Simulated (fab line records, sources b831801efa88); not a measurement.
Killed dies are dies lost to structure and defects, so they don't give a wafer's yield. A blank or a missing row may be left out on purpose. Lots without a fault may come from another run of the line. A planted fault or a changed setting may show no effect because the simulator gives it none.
A struck lot beside a sound one | flow sky130 | 14 steps out of a route of 708
Sound: wafers L841.1, L841.2, L841.4. Struck: wafers L843.2, L843.4, L843.5. The cause comes at the end.
At each step with rows: each side's tool, then ch and its chambers, then its first start. Under that, the readings that differ: sound wafers | struck wafers | difference of the means | sigmas: that difference in standard deviations of wafers without a fault.
alike: readings whose means differ by less than 2 such deviations, and words and numbers that are the same on both sides. not compared: withheld readings, readings that some wafer has no value for, bounds like >300 that may hide the same value, and numbers for which the record gives no deviation and whose values overlap.
The two part at a step that has a row with sigmas, a row that says differs or no value, or rows on one side only. Numbers that don't overlap but have no deviation are shown without sigmas and don't part them. A reading that every wafer of one side lacks parts them only if that side has two wafers or more.

SKY_LI_CONTACT_CD_MEAS_12: target cd 170 nm.
  sound on cd_sem-02, day 33 20:16; struck on cd_sem-01, day 35 03:03
  alike: cd_nm
SKY_LI_CONTACT_OVL_MEAS_13:
  sound on overlay-01, day 33 20:23; struck on overlay-02, day 35 03:10
  alike: LI_CONTACT_OVL
SKY_LI_CONTACT_ETCH_14: etches BARC in N2/H2, stops on SiO2, time 45.9 s, target depth 60 nm.
  sound on rie_diel-03 ch 0,1,2, day 33 20:25; struck on rie_diel-04 ch 0,1, day 35 03:11
  alike: bias_w, drypump_motor_current_A, oes_product_au, throttle_valve_pct
  not compared: rf_hours_counter_h
SKY_LI_CONTACT_ETCH_15: etches PSG in C4F8/O2/Ar, stops on Si, target depth 600 nm.
  sound on rie_diel-03 ch 0,1,2, day 33 20:28; struck on rie_diel-04 ch 0,1, day 35 03:14
  alike: bias_w, oes_product_au
SKY_LI_CONTACT_STRIP_16: strips in O2/N2.
  sound on plasma_asher-02 ch 0,1, day 33 20:33; struck on plasma_asher-03 ch 0,1, day 35 03:19
  alike: drypump_motor_current_A, oes_product_au, strip_time_to_endpoint_s
  not compared: rf_hours_counter_h
then, 3 steps without rows for these wafers: SKY_LI_CONTACT_CLEAN_17 (cleans in NMP, time 600 s); SKY_LI_CONTACT_PRE_CLEAN_18 (time 5.6 s); SKY_LI_CONTACT_SPUTTER_19 (material Ti, target thk 20 nm, time 106.37 s).
SKY_LI_CONTACT_SPUTTER_20: material TiN, target thk 20 nm, time 80 s.
  sound on pvd_sputter-01, day 33 20:55; struck on pvd_sputter-04, day 35 03:41
  alike: throttle_valve_pct
SKY_LI_CONTACT_CVD_21: deposits W, target thk 400 nm, time 120.56 s.
  sound on cvd_w-02 ch 0,1, day 33 20:59; struck on cvd_w-01 ch 1, day 35 03:45
  alike: heater_power_w, susceptor_temp_C
SKY_LI_CONTACT_RS_MEAS_22: measures by four-point-probe.
  sound on film_metro-01, day 33 21:07; struck on film_metro-02, day 35 03:53
  alike: LI_CONTACT_W_RS
SKY_LI_CONTACT_THK_MEAS_23: measures by xrf.
  sound on film_metro-01, day 33 21:14; struck on film_metro-02, day 35 04:00
  alike: LI_CONTACT_W_THK
SKY_LI_CONTACT_CMP_24: polishes, stops on PSG, t overpolish 20 s, target thk 0 nm.
  sound on cmp-02 ch 0,1,2, day 33 21:24; struck on cmp-01 ch 0,1,3, day 35 04:08
  no value came back on the struck wafers for any of 5 readings (edge_zone_pressure_frac, head_pressure_psi (psi) and others); on the sound wafers edge_zone_pressure_frac reads 0.992 0.982 1.006
  reading                                       | sound             | struck            | difference | sigmas
  model.W_of_LI_CONTACT_CVD_21.thk_nm (nm)      | 0 0 0             | 395.1 396.6 395.9 | +395.9     |
  model.PSG_of_LI_CONTACT_HDPCVD_00.thk_nm (nm) | 588.3 588.3 587.9 | 591.7 590.1 590.9 | +2.7       |
-- the record jumps here: 15 days lie between the struck wafers' starts before and after (it left off in module LI_CONTACT and takes up again in module PAD_OPEN, whose first step shown is number 708 of the route) --
SKY_PAD_OPEN_PROBE_99:
  the record has rows for the struck wafers here (prober-02, day 50 01:23) and none for the sound ones

WHERE THEY PART
First at SKY_LI_CONTACT_CMP_24; last, within this record, at SKY_PAD_OPEN_PROBE_99.

WHY: what the simulator had put in
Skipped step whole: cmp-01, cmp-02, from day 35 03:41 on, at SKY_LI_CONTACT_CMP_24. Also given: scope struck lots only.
